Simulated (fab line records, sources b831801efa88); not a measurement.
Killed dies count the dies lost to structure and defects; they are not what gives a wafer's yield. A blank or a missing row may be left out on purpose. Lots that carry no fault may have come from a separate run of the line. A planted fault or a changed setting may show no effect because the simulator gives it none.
fab line records -- flow sky130
record: lots: 13, wafers: 39, lastDay: 50
route steps=708 shown LI_CONTACT@384 LOCAL_INTERCONNECT@399 CONTACT@409 METAL1@437 PAD_OPEN@708
lots that met no fault: taken from a fault-free run of the same line
startH: the number of hours between the record's first day and the start of the first shown wafer of the lot -- waitH: hours from the lot's prior step to this one -- " repeats the value in the row above -- L1.1+2: a row that stands for several wafers -- - no value present, or no start provided -- * or withheld: withheld -- < > ~ a bound
route shown NAME@n: a module of which the file shows steps, and the number in the route of the first -- usual: the fault-free wafers' mean and standard deviation -- same: alike in all rows -- chamber/n: place in a boat -- sites: each site's reading -- _std_site: the standard deviation of these -- _edge_site: mean of outer sites minus mean of inner sites -- radiusMm: for every site, how far away it sits from the centre of the wafer -- mask NAME#n: copy n -- behind: the most recent tool/chamber to have shaped the wafer -- hold: why the lot went on hold/how many hours it stayed there/how the hold came to an end -- device: the n, p or np transistor that did not switch -- end of line: tests of these same wafers at the route's end -- a step without rows: its recipe alone -- killed: the dies lost at the first sort to structure and to defects; this is not the yield of the wafer -- map: the dies of a wafer, with x for killed, . for not killed, _ for no die there
set.NAME: the setting that was run; set.NAME@STEP: the one run at that earlier step -- model.NAME: the simulator's own value behind a step, which no gauge read
a sample of lots followed through the steps of the route, with each step as a table and each wafer as a row
services: a tool's chamber out of use, with start hour (startH, from the record's first day; less than 0 if before it), hours out, and reason
== steps ==
step: SKY_LI_CONTACT_RS_MEAS_22
recipe: thkMeasGauge: four-point-probe, reads: W_of_LI_CONTACT_CVD_21+TiN_of_LI_CONTACT_SPUTTER_20+Ti_of_LI_CONTACT_SPUTTER_19
usual: LI_CONTACT_W_RS: 0.2854/0.0026
lot.wafer,tool,chamber,startH,waitH,LI_CONTACT_W_RS[ohm/sq]
L859.1,filmMetro-02,-,711.43,0.1,0.2857
L859.2,filmMetro-02,-,711.43,0.1,0.2860
L859.6,filmMetro-02,-,711.43,0.1,0.2853
L861.2,filmMetro-02,-,712.26,0.1,0.2860
L861.4,filmMetro-02,-,712.26,0.1,0.2861
L861.5,filmMetro-02,-,712.26,0.1,0.2871
L860.1,filmMetro-01,-,713.18,0.1,0.2835
L860.2,filmMetro-01,-,713.18,0.1,0.2834
L860.4,filmMetro-01,-,713.18,0.1,0.2837
L863.2,filmMetro-04,-,723.05,0.1,0.2839
L863.3,filmMetro-04,-,723.05,0.1,0.2851
L863.4,filmMetro-04,-,723.05,0.1,0.2855
L864.1,filmMetro-02,-,744.03,0.1,0.2837
L864.3,filmMetro-02,-,744.03,0.1,0.2852
L864.6,filmMetro-02,-,744.03,0.1,0.2845
L865.1,filmMetro-01,-,745.69,0.1,0.2846
L865.4,filmMetro-01,-,745.69,0.1,0.2881
L865.5,filmMetro-01,-,745.69,0.1,0.2873
L867.2,filmMetro-01,-,754.82,0.1,0.2766
L867.3,filmMetro-01,-,754.82,0.1,0.2793
L867.4,filmMetro-01,-,754.82,0.1,0.2810
L869.2,filmMetro-01,-,767.97,0.1,0.2796
L869.3,filmMetro-01,-,767.97,0.1,0.2862
L869.5,filmMetro-01,-,767.97,0.1,0.2840
L876.1,filmMetro-02,-,833.16,0.1,0.2877
L876.3,filmMetro-02,-,833.16,0.1,0.2829
L876.6,filmMetro-02,-,833.16,0.1,0.2857
L877.3,filmMetro-01,-,835.47,0.1,0.2831
L877.4,filmMetro-01,-,835.47,0.1,0.2855
L877.6,filmMetro-01,-,835.47,0.1,0.2858
L878.2,filmMetro-04,-,841.95,0.1,0.2905
L878.3,filmMetro-04,-,841.95,0.1,0.2881
L878.5,filmMetro-04,-,841.95,0.1,0.2914
L880.2,filmMetro-01,-,878.59,0.2,0.2860
L880.4,filmMetro-01,-,878.59,0.2,0.2854
L880.6,filmMetro-01,-,878.59,0.2,0.2838
L879.3,filmMetro-04,-,880.96,0.2,0.2907
L879.5,filmMetro-04,-,880.96,0.2,0.2874
L879.6,filmMetro-04,-,880.96,0.2,0.2888
step: SKY_LOCAL_INTERCONNECT_OVL_MEAS_12
usual: LOCAL_INTERCONNECT_OVL: -1/4.9
lot.wafer,tool,chamber,startH,waitH,LOCAL_INTERCONNECT_OVL[nm]
L859.1,overlay-01,-,739.24,0.1,-6
L859.2,overlay-01,-,739.24,0.1,-5
L859.6,overlay-01,-,739.24,0.1,-5
L861.2,overlay-01,-,741.01,0.1,0
L861.4,overlay-01,-,741.01,0.1,7
L861.5,overlay-01,-,741.01,0.1,3
L860.1,overlay-02,-,741.79,0.1,-4
L860.2,overlay-02,-,741.79,0.1,-3
L860.4,overlay-02,-,741.79,0.1,-3
L863.2,overlay-01,-,751.43,0.1,1
L863.3,overlay-01,-,751.43,0.1,-3
L863.4,overlay-01,-,751.43,0.1,6
L864.1,overlay-01,-,771.82,0.1,-5
L864.3,overlay-01,-,771.82,0.1,1
L864.6,overlay-01,-,771.82,0.1,0
L865.1,overlay-01,-,773.01,0.1,-2
L865.4,overlay-01,-,773.01,0.1,13
L865.5,overlay-01,-,773.01,0.1,3
L867.2,overlay-02,-,781.95,0.1,-15
L867.3,overlay-02,-,781.95,0.1,-4
L867.4,overlay-02,-,781.95,0.1,-15
L869.2,overlay-01,-,794.63,0.1,2
L869.3,overlay-01,-,794.63,0.1,-6
L869.5,overlay-01,-,794.63,0.1,0
L876.1,overlay-01,-,860.49,0.1,-2
L876.3,overlay-01,-,860.49,0.1,2
L876.6,overlay-01,-,860.49,0.1,-4
L877.3,overlay-02,-,861.78,0.1,0
L877.4,overlay-02,-,861.78,0.1,9
L877.6,overlay-02,-,861.78,0.1,2
L878.2,overlay-02,-,868.88,0.1,-2
L878.3,overlay-02,-,868.88,0.1,-4
L878.5,overlay-02,-,868.88,0.1,-4
L880.2,overlay-02,-,904.81,0.1,-2
L880.4,overlay-02,-,904.81,0.1,-4
L880.6,overlay-02,-,904.81,0.1,-7
L879.3,overlay-02,-,907.22,0.1,-1
L879.5,overlay-02,-,907.22,0.1,2
L879.6,overlay-02,-,907.22,0.1,6
step: SKY_CONTACT_THK_MEAS_03
recipe: reads: SiO2_of_CONTACT_HDPCVD_02
usual: CONTACT_HDPCVD_THK: 565/6.2
lot.wafer,tool,chamber,startH,waitH,CONTACT_HDPCVD_THK[nm]
L859.1,filmMetro-02,-,740.14,0.0,559
L859.2,filmMetro-02,-,740.14,0.0,562
L859.6,filmMetro-02,-,740.14,0.0,568
L861.2,filmMetro-01,-,742.01,0.0,569
L861.4,filmMetro-01,-,742.01,0.0,567
L861.5,filmMetro-01,-,742.01,0.0,571
L860.1,filmMetro-03,-,742.69,0.0,563
L860.2,filmMetro-03,-,742.69,0.0,556
L860.4,filmMetro-03,-,742.69,0.0,558
L863.2,filmMetro-01,-,752.38,0.0,562
L863.3,filmMetro-01,-,752.38,0.0,558
L863.4,filmMetro-01,-,752.38,0.0,562
L864.1,filmMetro-01,-,773.16,0.0,559
L864.3,filmMetro-01,-,773.16,0.0,566
L864.6,filmMetro-01,-,773.16,0.0,560
L865.1,filmMetro-02,-,774.04,0.0,567
L865.4,filmMetro-02,-,774.04,0.0,566
L865.5,filmMetro-02,-,774.04,0.0,576
L867.2,filmMetro-01,-,782.85,0.0,564
L867.3,filmMetro-01,-,782.85,0.0,563
L867.4,filmMetro-01,-,782.85,0.0,566
L869.2,filmMetro-01,-,795.65,0.0,565
L869.3,filmMetro-01,-,795.65,0.0,563
L869.5,filmMetro-01,-,795.65,0.0,557
L876.1,filmMetro-03,-,861.39,0.0,566
L876.3,filmMetro-03,-,861.39,0.0,566
L876.6,filmMetro-03,-,861.39,0.0,567
L877.3,filmMetro-03,-,862.70,0.1,567
L877.4,filmMetro-03,-,862.70,0.1,563
L877.6,filmMetro-03,-,862.70,0.1,569
L878.2,filmMetro-01,-,869.79,0.0,560
L878.3,filmMetro-01,-,869.79,0.0,570
L878.5,filmMetro-01,-,869.79,0.0,568
L880.2,filmMetro-03,-,905.72,0.0,560
L880.4,filmMetro-03,-,905.72,0.0,560
L880.6,filmMetro-03,-,905.72,0.0,568
L879.3,filmMetro-02,-,908.15,0.1,562
L879.5,filmMetro-02,-,908.15,0.1,564
L879.6,filmMetro-02,-,908.15,0.1,570
step: SKY_METAL1_SPUTTER_03
recipe: material: Ti, targetThkNm: 5, powerW: 3000, timeS: 3.3, chamberPressurePa: 0.4
usual: cathodeDcPowerW: 3000.0/0.57, throttleValvePct: 29.7/0.93
lot.wafer,tool,chamber,startH,waitH,cathodeDcPowerW,throttleValvePct
L859.1,pvdSputter-02,-,770.34,0.0,3000.7,28.4
L859.2,pvdSputter-02,-,770.34,0.0,2999.7,28.4
L859.6,pvdSputter-02,-,770.34,0.0,2999.7,30.8
L861.2,pvdSputter-03,-,771.21,0.0,3000.2,30.1
L861.4,pvdSputter-03,-,771.21,0.0,2998.9,30.0
L861.5,pvdSputter-03,-,771.21,0.0,3000.2,30.6
L860.1,pvdSputter-03,-,772.43,0.0,3000.2,28.8
L860.2,pvdSputter-03,-,772.43,0.0,3000.7,29.1
L860.4,pvdSputter-03,-,772.43,0.0,3000.5,30.1
L863.2,pvdSputter-03,-,781.13,0.0,3000.3,28.8
L863.3,pvdSputter-03,-,781.13,0.0,3000.7,29.0
L863.4,pvdSputter-03,-,781.13,0.0,2999.6,30.5
L864.1,pvdSputter-02,-,801.07,0.0,3000.7,30.7
L864.3,pvdSputter-02,-,801.07,0.0,2999.7,29.7
L864.6,pvdSputter-02,-,801.07,0.0,3001.6,28.0
L865.1,pvdSputter-03,-,802.47,0.0,3000.1,30.1
L865.4,pvdSputter-03,-,802.47,0.0,2999.5,28.9
L865.5,pvdSputter-03,-,802.47,0.0,3000.8,28.6
L867.2,pvdSputter-03,-,810.18,0.0,2536.1,30.0
L867.3,pvdSputter-03,-,810.18,0.0,3000.5,29.3
L867.4,pvdSputter-03,-,810.18,0.0,2999.8,28.8
L869.2,pvdSputter-03,-,823.23,0.0,2536.7,29.8
L869.3,pvdSputter-03,-,823.23,0.0,2999.6,28.6
L869.5,pvdSputter-03,-,823.23,0.0,2536.6,30.0
L876.1,pvdSputter-01,-,889.33,0.0,2999.9,30.8
L876.3,pvdSputter-01,-,889.33,0.0,3000.4,30.5
L876.6,pvdSputter-01,-,889.33,0.0,3000.1,30.5
L877.3,pvdSputter-02,-,890.89,0.0,3000.6,28.4
L877.4,pvdSputter-02,-,890.89,0.0,3000.0,29.8
L877.6,pvdSputter-02,-,890.89,0.0,2999.9,30.8
L878.2,pvdSputter-03,-,897.51,0.0,2999.5,30.0
L878.3,pvdSputter-03,-,897.51,0.0,3000.5,29.0
L878.5,pvdSputter-03,-,897.51,0.0,3000.7,30.4
L880.2,pvdSputter-03,-,933.00,0.0,2999.4,29.0
L880.4,pvdSputter-03,-,933.00,0.0,3000.7,29.1
L880.6,pvdSputter-03,-,933.00,0.0,2999.5,29.3
L879.3,pvdSputter-03,-,935.05,0.0,2999.5,30.3
L879.5,pvdSputter-03,-,935.05,0.0,2999.8,29.2
L879.6,pvdSputter-03,-,935.05,0.0,3000.7,30.3
step: SKY_PAD_OPEN_PROBE_99
usual: defectLimitedYield: 81.9/1.9, killed_at_M0_to_M3: 45/7.9, killed_at_M4_up: 2.9/1.8, killedAtContacts: 25/5.5, killedAtFrontEnd: 16/4.4, killedAtOther: 0.3/0.58, killedDies: 89/9.4, killedOpen: 49/6.8, killedShort: 40/6.3, sort_bin_3_pad_short: 0.9/0.41, sort_bin_5_function: 10.8/1.5, sort_bin_6_memory: 6.4/1.2, sortNPass: 403/9.4, sortYieldPct: 81.9/1.9
same: grossDies: 492, killedAtBackSide: 0, sort_bin_4_leakage[%]: 0, sort_bin_8_speed[%]: 0
lot.wafer,tool,chamber,startH,waitH,defectLimitedYield[%],killed_at_M0_to_M3,killed_at_M4_up,killedAtContacts,killedAtFrontEnd,killedAtOther,killedDies,killedOpen,killedShort,sort_bin_3_pad_short[%],sort_bin_5_function[%],sort_bin_6_memory[%],sortNPass,sortYieldPct[%]
L865.1,prober-02,-,1125.13,0.1,84.3,35,2,26,13,1,77,39,36,0.2,10.4,5.1,415,84.3
L865.4,prober-02,-,1125.28,0.2,79.1,46,2,35,20,0,103,62,38,0.8,11.6,8.5,389,79.1
L865.5,prober-02,-,1125.33,0.2,80.3,44,3,30,20,0,97,54,40,1.0,10.8,7.9,395,80.3
L869.5,prober-02,-,1139.46,0.2,83.3,38,3,25,16,0,82,43,39,1.0,9.3,6.3,410,83.3
killed by level:class
L865.1 LI_CONTACT:geometricParticle:open=8 CONTACT:geometricParticle:open=8 VIA2:geometricParticle:open=7 VIA3:geometricParticle:open=7 FIELD_ISO:geometricParticle:open=6 CONTACT:geometricParticle:short=6 METAL1:geometricParticle:short=5 METAL2:geometricParticle:short=4
L865.4 VIA1:geometricParticle:open=14 CONTACT:geometricParticle:open=12 VIA2:geometricParticle:open=9 LI_CONTACT:geometricParticle:open=9 FIELD_ISO:geometricParticle:open=7 LI_CONTACT:geometricParticle:short=5 METAL1:geometricParticle:short=5 POLY_GATE:geometricParticle:open=4
L865.5 LI_CONTACT:geometricParticle:open=11 CONTACT:geometricParticle:open=11 VIA1:geometricParticle:open=11 FIELD_ISO:geometricParticle:short=7 VIA1:geometricParticle:short=6 VIA2:geometricParticle:open=6 POLY_GATE:geometricParticle:open=4 METAL1:geometricParticle:short=4
L869.5 LI_CONTACT:geometricParticle:open=8 VIA2:geometricParticle:open=6 LI_CONTACT:geometricParticle:short=5 CONTACT:geometricParticle:open=5 METAL1:geometricParticle:short=5 VIA1:geometricParticle:open=5 FIELD_ISO:geometricParticle:open=4 POLY_GATE:geometricParticle:open=4
== services ==
tool,chamber,startH,hours,kind
pvdSputter-03,-,749.85,2.8,repair
pvdSputter-01,-,797.40,1.8,repair
pvdSputter-01,-,813.65,4.5,repair
pvdSputter-02,-,858.62,2.3,repair
== key ==
firstSign: step: SKY_METAL1_SPUTTER_03, reading: cathodeDcPowerW, direction: down, sigmas: 99+, usual: 3000.0, struck: 2536.5
effect none on later readings
metAt SKY_METAL1_SPUTTER_03
struckLots L867,L869
struckWafers L867.2,L869.2,L869.5
notActingAt SKY_LI_CONTACT_RS_MEAS_22,SKY_LOCAL_INTERCONNECT_OVL_MEAS_12,SKY_CONTACT_THK_MEAS_03
onsetBetween 802.47 810.18
fault: kind: processParameterDrift, tool: pvdSputter-03, chamber: -, onsetH: 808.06, steps: SKY_METAL1_SPUTTER_03, channel: powerW, offset: *, shape: step, endH: 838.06, actsIn: *, stated: *, scope: struckWafersOnly
